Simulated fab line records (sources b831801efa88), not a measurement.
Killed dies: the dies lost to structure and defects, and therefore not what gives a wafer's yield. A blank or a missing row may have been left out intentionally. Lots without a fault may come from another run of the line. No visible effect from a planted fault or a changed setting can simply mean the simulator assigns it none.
What tool caused it? :: flow sky130 :: Sampling: 24 lots, 72 wafers, 3 of 708 route steps

WHAT THE GAUGES READ, wafer by wafer
SKY_VIA1_BOW_MEAS_03. Usual: for VIA1_BOW the level is 81 um and the standard deviation is 6.6.
lot: L076
measured: day 33 18:34
on: film metro-04
VIA1_BOW (um): 84 81 81
flag: 

lot: L075
measured: day 33 18:49
on: film metro-03
VIA1_BOW (um): 80 74 80
flag: 

lot: L074
measured: day 33 19:32
on: film metro-04
VIA1_BOW (um): 79 86 84
flag: 

lot: L077
measured: day 33 20:21
on: film metro-03
VIA1_BOW (um): 89 71 89
flag: 

lot: L078
measured: day 34 05:16
on: film metro-02
VIA1_BOW (um): 88 79 84
flag: 

lot: L079
measured: day 34 15:05
on: film metro-02
VIA1_BOW (um): 72 63 81
flag: 

lot: L080
measured: day 34 21:27
on: film metro-03
VIA1_BOW (um): 84 82 80
flag: 

lot: L081
measured: day 35 07:07
on: film metro-03
VIA1_BOW (um): 77 82 88
flag: 

lot: L082
measured: day 35 17:49
on: film metro-02
VIA1_BOW (um): 96 72 91
flag: 

lot: L083
measured: day 35 23:50
on: film metro-04
VIA1_BOW (um): 89 72 68
flag: 

lot: L084
measured: day 36 07:04
on: film metro-02
VIA1_BOW (um): 78 85 71
flag: 

lot: L085
measured: day 36 08:36
on: film metro-02
VIA1_BOW (um): 82 86 76
flag: 

lot: L086
measured: day 36 19:55
on: film metro-03
VIA1_BOW (um): 90 76 81
flag: 

lot: L087
measured: day 37 06:01
on: film metro-03
VIA1_BOW (um): 82 76 69
flag: 

lot: L088
measured: day 37 13:26
on: film metro-02
VIA1_BOW (um): 81 72 78
flag: 

lot: L089
measured: day 37 17:13
on: film metro-04
VIA1_BOW (um): 78 80 86
flag: 

lot: L090
measured: day 37 19:10
on: film metro-02
VIA1_BOW (um): 91 84 74
flag: 

lot: L093
measured: day 39 13:22
on: film metro-03
VIA1_BOW (um): 82 74 86
flag: 

lot: L094
measured: day 39 16:19
on: film metro-04
VIA1_BOW (um): 83 79 74
flag: 

lot: L091
measured: day 39 17:20
on: film metro-04
VIA1_BOW (um): 91 74 80
flag: 

lot: L095
measured: day 39 18:37
on: film metro-02
VIA1_BOW (um): 74 89 75
flag: 

lot: L092
measured: day 39 19:30
on: film metro-04
VIA1_BOW (um): 83 84 66
flag: 

lot: L096
measured: day 39 20:13
on: film metro-04
VIA1_BOW (um): 92 92 90
flag: 

lot: L097
measured: day 40 02:27
on: film metro-02
VIA1_BOW (um): 77 87 87
flag: 

SKY_VIA2_CD_MEAS_12: target cd 200 nm. Usual: cd nm reads 200.2 nm (standard deviation 1.5).
lot: L076
measured: day 37 03:10
on: cd sem-02
cd nm (nm): 198.6 199.0 199.8
flag: 

lot: L075
measured: day 37 04:15
on: cd sem-02
cd nm (nm): 199.0 199.6 199.4
flag: 

lot: L074
measured: day 37 04:58
on: cd sem-01
cd nm (nm): 200.5 199.8 201.2
flag: 

lot: L077
measured: day 37 05:20
on: cd sem-02
cd nm (nm): 199.4 202.5 200.5
flag: 

lot: L078
measured: day 37 14:09
on: cd sem-01
cd nm (nm): 201.9 202.9 203.2
flag: 

lot: L079
measured: day 37 22:45
on: cd sem-01
cd nm (nm): 197.6 200.0 199.3
flag: 

lot: L080
measured: day 38 06:08
on: cd sem-01
cd nm (nm): 199.0 199.7 199.6
flag: 

lot: L081
measured: day 38 14:49
on: cd sem-01
cd nm (nm): 196.8 198.6 195.6
flag: 

lot: L082
measured: day 39 01:01
on: cd sem-02
cd nm (nm): 201.0 202.4 201.3
flag: 

lot: L083
measured: day 39 06:29
on: cd sem-01
cd nm (nm): 201.9 200.9 201.1
flag: 

lot: L084
measured: day 39 14:16
on: cd sem-01
cd nm (nm): 198.6 197.5 197.9
flag: 

lot: L085
measured: day 39 15:30
on: cd sem-02
cd nm (nm): 202.8 201.6 201.3
flag: 

lot: L086
measured: day 40 02:39
on: cd sem-02
cd nm (nm): 201.1 201.6 200.1
flag: 

lot: L087
measured: day 40 11:11
on: cd sem-01
cd nm (nm): 201.5 200.3 200.9
flag: 

lot: L088
measured: day 40 18:41
on: cd sem-01
cd nm (nm): 200.3 199.4 200.5
flag: 

lot: L089
measured: day 40 23:02
on: cd sem-01
cd nm (nm): 199.6 199.4 198.7
flag: 

lot: L090
measured: day 41 00:57
on: cd sem-01
cd nm (nm): 201.1 200.0 201.9
flag: 

lot: L093
measured: day 42 17:37
on: cd sem-02
cd nm (nm): 202.7 201.9 200.6
flag: 

lot: L094
measured: day 42 20:24
on: cd sem-02
cd nm (nm): 198.2 198.3 201.7
flag: 

lot: L091
measured: day 42 21:26
on: cd sem-02
cd nm (nm): 199.2 197.5 198.3
flag: 

lot: L095
measured: day 42 23:10
on: cd sem-02
cd nm (nm): 198.8 198.1 198.6
flag: 

lot: L092
measured: day 43 00:32
on: cd sem-01
cd nm (nm): 199.6 200.9 201.0
flag: 

lot: L096
measured: day 43 01:20
on: cd sem-01
cd nm (nm): 200.4 200.7 202.2
flag: 

lot: L097
measured: day 43 06:43
on: cd sem-02
cd nm (nm): 200.5 201.5 202.0
flag: 

TOOL THAT RAN EACH LOT (tool first, then ch and the chambers of the sampled wafers, then the start)
lot: L076
SKY_METAL2_ETCH_18: rie metal-01 ch 0,1, day 36 00:09

lot: L075
SKY_METAL2_ETCH_18: rie metal-04 ch 0, day 36 00:57

lot: L074
SKY_METAL2_ETCH_18: rie metal-03 ch 0,1, day 36 01:58

lot: L077
SKY_METAL2_ETCH_18: rie metal-03 ch 0,1, day 36 02:53

lot: L078
SKY_METAL2_ETCH_18: rie metal-03 ch 0,1, day 36 10:55

lot: L079
SKY_METAL2_ETCH_18: rie metal-01 ch 0,1, day 36 20:46

lot: L080
SKY_METAL2_ETCH_18: rie metal-04 ch 0, day 37 03:08

lot: L081
SKY_METAL2_ETCH_18: rie metal-04 ch 0, day 37 12:59

lot: L082
SKY_METAL2_ETCH_18: rie metal-01 ch 0,1, day 37 22:25

lot: L083
SKY_METAL2_ETCH_18: rie metal-03 ch 0,1, day 38 04:26

lot: L084
SKY_METAL2_ETCH_18: rie metal-01 ch 0,1, day 38 12:02

lot: L085
SKY_METAL2_ETCH_18: rie metal-04 ch 0,1, day 38 13:28

lot: L086
SKY_METAL2_ETCH_18: rie metal-01 ch 0,1, day 39 00:10

lot: L087
SKY_METAL2_ETCH_18: rie metal-03 ch 0, day 39 09:38

lot: L088
SKY_METAL2_ETCH_18: rie metal-01 ch 0,1, day 39 17:02

lot: L089
SKY_METAL2_ETCH_18: rie metal-01 ch 1, day 39 21:04

lot: L090
SKY_METAL2_ETCH_18: rie metal-03 ch 0,1, day 39 23:40

lot: L093
SKY_METAL2_ETCH_18: rie metal-01 ch 0,1, day 41 15:43

lot: L094
SKY_METAL2_ETCH_18: rie metal-03 ch 0,1, day 41 18:41

lot: L091
SKY_METAL2_ETCH_18: rie metal-01 ch 1, day 41 19:32

lot: L095
SKY_METAL2_ETCH_18: rie metal-04 ch 1, day 41 21:49

lot: L092
SKY_METAL2_ETCH_18: rie metal-01 ch 0,1, day 41 22:26

lot: L096
SKY_METAL2_ETCH_18: rie metal-04 ch 0,1, day 41 23:44

lot: L097
SKY_METAL2_ETCH_18: rie metal-03 ch 0,1, day 42 05:19
- SKY_METAL2_ETCH_18: etches BARC in N2/H2, stops on SiO2, time 45.9 s, target depth 60 nm.

AS READ BY THE TOOLS THEMSELVES (means over the sampled wafers that have a number; for cases with no such wafer, the mark the record gives instead)
SKY_METAL2_ETCH_18. Usual: drypump motor current A 5.8 A, standard deviation 0.47; oes product au 0.855 a.u., standard deviation 0.0045; throttle valve pct 13.222 %, standard deviation 0.0086.
lot: L076
tool: rie metal-01
drypump motor current A (A): 6.0
oes product au (a.u.): 0.858
throttle valve pct (%): 13.221
flag: 

lot: L075
tool: rie metal-04
drypump motor current A (A): 6.0
oes product au (a.u.): 0.852
throttle valve pct (%): 13.215
flag: 

lot: L074
tool: rie metal-03
drypump motor current A (A): 5.1
oes product au (a.u.): 0.858
throttle valve pct (%): 13.225
flag: 

lot: L077
tool: rie metal-03
drypump motor current A (A): 5.2
oes product au (a.u.): 0.856
throttle valve pct (%): 13.226
flag: 

lot: L078
tool: rie metal-03
drypump motor current A (A): 5.2
oes product au (a.u.): 0.859
throttle valve pct (%): 13.225
flag: 

lot: L079
tool: rie metal-01
drypump motor current A (A): 6.0
oes product au (a.u.): 0.856
throttle valve pct (%): 13.224
flag: 

lot: L080
tool: rie metal-04
drypump motor current A (A): 6.1
oes product au (a.u.): 0.856
throttle valve pct (%): 13.226
flag: 

lot: L081
tool: rie metal-04
drypump motor current A (A): 6.1
oes product au (a.u.): 0.850
throttle valve pct (%): 13.225
flag: 

lot: L082
tool: rie metal-01
drypump motor current A (A): 6.2
oes product au (a.u.): 0.852
throttle valve pct (%): 13.222
flag: 

lot: L083
tool: rie metal-03
drypump motor current A (A): 5.2
oes product au (a.u.): 0.855
throttle valve pct (%): 13.225
flag: 

lot: L084
tool: rie metal-01
drypump motor current A (A): 6.0
oes product au (a.u.): 0.852
throttle valve pct (%): 13.225
flag: 

lot: L085
tool: rie metal-04
drypump motor current A (A): 6.0
oes product au (a.u.): 0.859
throttle valve pct (%): 13.218
flag: 

lot: L086
tool: rie metal-01
drypump motor current A (A): 6.2
oes product au (a.u.): 0.853
throttle valve pct (%): 13.227
flag: 

lot: L087
tool: rie metal-03
drypump motor current A (A): 5.0
oes product au (a.u.): 0.850
throttle valve pct (%): 13.218
flag: 

lot: L088
tool: rie metal-01
drypump motor current A (A): 6.0
oes product au (a.u.): 0.858
throttle valve pct (%): 13.221
flag: 

lot: L089
tool: rie metal-01
drypump motor current A (A): 6.3
oes product au (a.u.): 0.853
throttle valve pct (%): 13.224
flag: 

lot: L090
tool: rie metal-03
drypump motor current A (A): 5.2
oes product au (a.u.): 0.854
throttle valve pct (%): 13.218
flag: 

lot: L093
tool: rie metal-01
drypump motor current A (A): 6.2
oes product au (a.u.): 0.862
throttle valve pct (%): 13.219
flag: 

lot: L094
tool: rie metal-03
drypump motor current A (A): 5.1
oes product au (a.u.): 0.854
throttle valve pct (%): 13.216
flag: 

lot: L091
tool: rie metal-01
drypump motor current A (A): 6.3
oes product au (a.u.): 0.857
throttle valve pct (%): 13.223
flag: 

lot: L095
tool: rie metal-04
drypump motor current A (A): 5.9
oes product au (a.u.): 0.858
throttle valve pct (%): 13.224
flag: 

lot: L092
tool: rie metal-01
drypump motor current A (A): 6.0
oes product au (a.u.): 0.853
throttle valve pct (%): 13.221
flag: 

lot: L096
tool: rie metal-04
drypump motor current A (A): 6.0
oes product au (a.u.): 0.858
throttle valve pct (%): 13.226
flag: 

lot: L097
tool: rie metal-03
drypump motor current A (A): 5.2
oes product au (a.u.): 0.854
throttle valve pct (%): 13.227
flag: 

THE ANSWER, worked out from the rows above alone
Rule: take the mean of a lot's wafers that have a number; if it is more than 3 standard deviations from the usual mean, the lot is off. A lot without any number at a reading at which 4 lots or more have one is off too. Any other lot the step has rows for is counted as sound. Order of review: gauges by route order, followed by the tools' own readings, for which a lot's mean as printed above is used. The first step at which some lot is off is used, and at that step the reading that is off furthest; a lot without a number counts as furthest.
No lot is off at any reading shown: from this, nothing can be told.

WHAT HAD BEEN PUT IN BY THE SIMULATOR
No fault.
